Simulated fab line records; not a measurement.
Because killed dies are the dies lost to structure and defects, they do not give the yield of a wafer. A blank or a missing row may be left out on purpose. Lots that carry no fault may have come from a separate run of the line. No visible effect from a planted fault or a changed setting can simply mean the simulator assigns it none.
Which tool did it? ; flow sky130 ; 11 lots, 33 wafers sampled, at 6 steps of a route of 708

== WHAT THE GAUGES READ, wafer by wafer ==
SKY_NWELL_TW_MEAS_26. Usual: for NWELL_2_TW the level is 499 and the standard deviation is 5.7.
lot;measured;on;NWELL_2_TW;flag
L244;day 5 16:47;film metro-03;498 497 498;
L245;day 6 08:59;film metro-03;501 497 498;
L249;day 7 03:35;film metro-04;505 505 506;
L250;day 7 07:23;film metro-03;498 497 499;
L254;day 8 04:04;film metro-04;505 503 501;
L255;day 8 10:02;film metro-04;504 501 502;
L257;day 9 03:20;film metro-01;489 488 490;
L258;day 9 08:05;film metro-03;503 503 501;
L259;day 9 13:11;film metro-03;503 501 503;
L260;day 10 12:44;film metro-04;506 507 505;
L264;day 11 00:53;film metro-01;489 489 490;

SKY_VT_ADJUST_HVTR_CD_MEAS_07: the cd target is 380 nm. Usual: cd nm 379.3 nm, standard deviation 2.3.
lot;measured;on;cd nm (nm);flag
L244;day 9 17:50;cd sem-01;376.8 375.4 374.4;
L245;day 10 12:37;cd sem-02;378.8 378.0 380.7;
L249;day 11 16:08;cd sem-01;379.5 379.2 381.8;
L250;day 11 18:59;cd sem-01;378.4 379.6 378.9;
L254;day 12 21:56;cd sem-02;380.0 380.1 381.3;
L255;day 13 06:38;cd sem-01;383.3 383.1 383.2;
L257;day 14 00:43;cd sem-02;380.0 379.0 377.8;
L258;day 14 07:53;cd sem-02;390.5 390.6 391.5;OFF
L259;day 14 12:24;cd sem-01;389.9 390.9 388.8;OFF
L260;day 15 19:18;cd sem-01;376.8 380.4 380.3;
L264;day 16 10:07;cd sem-01;382.5 380.3 379.4;

SKY_VT_ADJUST_HVTR_TW_MEAS_11. Usual: for VT_ADJUST_HVTR_TW the level is 212.6 and the standard deviation is 2.8.
lot;measured;on;VT_ADJUST_HVTR_TW;flag
L244;day 9 18:15;film metro-03;213.8 212.7 212.7;
L245;day 10 13:01;film metro-03;211.7 211.7 211.1;
L249;day 11 16:32;film metro-04;215.2 215.6 215.3;
L250;day 11 19:23;film metro-04;215.8 214.5 216.3;
L254;day 12 22:21;film metro-01;207.6 206.5 207.6;
L255;day 13 07:02;film metro-03;210.6 210.8 210.3;
L257;day 14 01:06;film metro-03;212.8 211.5 212.7;
L258;day 14 08:16;film metro-03;212.9 211.3 211.6;
L259;day 14 12:47;film metro-04;216.1 214.6 213.7;
L260;day 15 19:42;film metro-03;212.1 211.4 213.7;
L264;day 16 10:30;film metro-04;215.9 214.5 215.7;

== WHICH TOOL RAN EACH LOT (tool, then ch and the chambers of the sampled wafers, then the start) ==
lot;SKY_VT_ADJUST_LVTN_STRIP_09;SKY_VT_ADJUST_HVTR_COAT_02;SKY_VT_ADJUST_HVTR_STRIP_10
L244;plasma asher-02 ch 0,1, day 7 04:29;litho track-02 ch 0, day 9 06:23;plasma asher-03 ch 0,1, day 9 18:09
L245;plasma asher-04 ch 0,1, day 7 22:14;litho track-04 ch 0, day 10 01:58;plasma asher-02 ch 0,1, day 10 12:54
L249;plasma asher-02 ch 0,1, day 8 20:29;litho track-01 ch 0, day 11 03:50;plasma asher-03 ch 0,1, day 11 16:26
L250;plasma asher-02 ch 0,1, day 8 23:59;litho track-01 ch 0, day 11 06:50;plasma asher-01 ch 0,1, day 11 19:17
L254;plasma asher-04 ch 0,1, day 9 22:11;litho track-02 ch 0, day 12 09:20;plasma asher-02 ch 0,1, day 12 22:15
L255;plasma asher-01 ch 0,1, day 10 06:14;litho track-02 ch 0, day 12 18:20;plasma asher-02 ch 0,1, day 13 06:56
L257;plasma asher-02 ch 0,1, day 10 23:17;litho track-04 ch 0, day 13 11:40;plasma asher-02 ch 0,1, day 14 00:59
L258;plasma asher-04 ch 0,1, day 11 05:10;litho track-02 ch 0, day 13 18:38;plasma asher-01 ch 0,1, day 14 08:11
L259;plasma asher-04 ch 0,1, day 11 09:22;litho track-02 ch 0, day 13 23:26;plasma asher-02 ch 0,1, day 14 12:42
L260;plasma asher-04 ch 0,1, day 12 14:05;litho track-04 ch 0, day 15 05:16;plasma asher-01 ch 0,1, day 15 19:35
L264;plasma asher-02 ch 0, day 13 02:43;litho track-04 ch 0, day 15 19:25;plasma asher-03 ch 0,1, day 16 10:23
- SKY_VT_ADJUST_LVTN_STRIP_09: strips in O2/N2.
- SKY_VT_ADJUST_HVTR_COAT_02: resist thk 1140 nm.
- SKY_VT_ADJUST_HVTR_STRIP_10: strips in O2/N2.

== WHAT THE TOOLS THEMSELVES READ (means of the sampled wafers that have a number; where no wafer has one, the mark that the record gives instead) ==
SKY_VT_ADJUST_LVTN_STRIP_09. Usual: chamber pressure mTorr 1500.3 mTorr, standard deviation 1.4; drypump motor current A 5.95 A, standard deviation 0.21; o2 flow sccm 2999 sccm, standard deviation 9.3; oes product au 0.723 a.u., standard deviation 0.0046; strip time to endpoint s 36.94 s, standard deviation 0.11.
lot;tool;chamber pressure mTorr (mTorr);drypump motor current A (A);o2 flow sccm (sccm);oes product au (a.u.);strip time to endpoint s (s);flag
L244;plasma asher-02;1500.4;5.95;2998;0.718;36.88;
L245;plasma asher-04;1500.3;5.96;2995;0.725;36.96;
L249;plasma asher-02;1500.4;5.86;2992;0.727;36.94;
L250;plasma asher-02;1499.5;5.85;2996;0.723;36.83;
L254;plasma asher-04;1500.2;6.10;3003;0.722;36.90;
L255;plasma asher-01;1498.1;5.84;3006;0.726;36.77;
L257;plasma asher-02;1500.7;5.84;2991;0.727;36.95;
L258;plasma asher-04;1500.8;6.11;2991;0.724;37.04;
L259;plasma asher-04;1500.2;6.10;3002;0.726;37.12;
L260;plasma asher-04;1498.9;5.95;2983;0.720;36.83;
L264;plasma asher-02;1501.3;6.05;2991;0.716;36.91;

SKY_VT_ADJUST_HVTR_COAT_02. Usual: spin speed rpm 3000.5 rpm, standard deviation 2.1.
lot;tool;spin speed rpm (rpm);flag
L244;litho track-02;3000.5;
L245;litho track-04;3002.2;
L249;litho track-01;2999.6;
L250;litho track-01;3000.5;
L254;litho track-02;3003.3;
L255;litho track-02;3000.7;
L257;litho track-04;2997.9;
L258;litho track-02;3529.7;OFF
L259;litho track-02;3532.7;OFF
L260;litho track-04;3001.9;
L264;litho track-04;2998.3;

SKY_VT_ADJUST_HVTR_STRIP_10. Usual: chamber pressure mTorr 1500.2 mTorr, standard deviation 1.2; drypump motor current A 5.8 A, standard deviation 0.33; o2 flow sccm 3002 sccm, standard deviation 9.5; oes product au 0.716 a.u., standard deviation 0.0046; strip time to endpoint s 14.18 s, standard deviation 0.039.
lot;tool;chamber pressure mTorr (mTorr);drypump motor current A (A);o2 flow sccm (sccm);oes product au (a.u.);strip time to endpoint s (s);flag
L244;plasma asher-03;1499.9;5.7;3000;0.719;14.16;
L245;plasma asher-02;1499.9;6.0;3001;0.718;14.18;
L249;plasma asher-03;1498.8;5.4;3005;0.715;14.19;
L250;plasma asher-01;1500.8;5.8;3004;0.716;14.18;
L254;plasma asher-02;1500.7;6.0;2987;0.714;14.24;
L255;plasma asher-02;1499.6;5.9;2997;0.717;14.20;
L257;plasma asher-02;1499.8;6.0;2998;0.713;14.18;
L258;plasma asher-01;1500.4;5.8;3006;0.711;13.15;OFF
L259;plasma asher-02;1499.7;5.8;3008;0.719;13.13;OFF
L260;plasma asher-01;1500.5;6.0;3007;0.718;14.22;
L264;plasma asher-03;1499.7;5.4;3005;0.717;14.24;

== THE ANSWER, worked out from the rows above alone ==
Rule: a lot is off if the mean of its wafers that have a number lies more than 3 standard deviations from the usual mean. A lot without any number at a reading at which 4 lots or more have one is off too. All remaining lots with rows at the step are treated as sound. First the gauges in route order, then the tools' own readings, where a lot's mean is used as printed above. The first step at which some lot is off is used, and at that step the reading that is off furthest; a lot without a number counts as furthest.
Off: L258, L259, at SKY_VT_ADJUST_HVTR_CD_MEAS_07 (cd nm).
If a tool, at a process step before that reading, ran all the lots that are off and no sound lot after the first of them, it fits. Not tried: the gauges at SKY_VT_ADJUST_HVTR_CD_MEAS_07; whatever is off there is also off at SKY_VT_ADJUST_HVTR_COAT_02, on other tools, and gauge error can't account for it. One candidate fits, namely litho track-02 at SKY_VT_ADJUST_HVTR_COAT_02. A fault onset in the window from L255 (day 12 18:20, its last sound lot) to L258 (day 13 18:38, its first lot off) fits.
The tool's own readings at SKY_VT_ADJUST_HVTR_COAT_02 bear it out: on the lots that are off they differ by more than 5 times the standard deviation of the sound lots' means. spin speed rpm reads 3531.2 rpm there against 3000.5 rpm on the sound lots.

== WHAT WAS PUT IN BY THE SIMULATOR ==
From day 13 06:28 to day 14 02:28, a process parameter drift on litho track-02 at SKY_VT_ADJUST_HVTR_COAT_02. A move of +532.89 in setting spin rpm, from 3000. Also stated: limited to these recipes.
Shown lots that were struck: L258, L259. The same result came from the rule above.
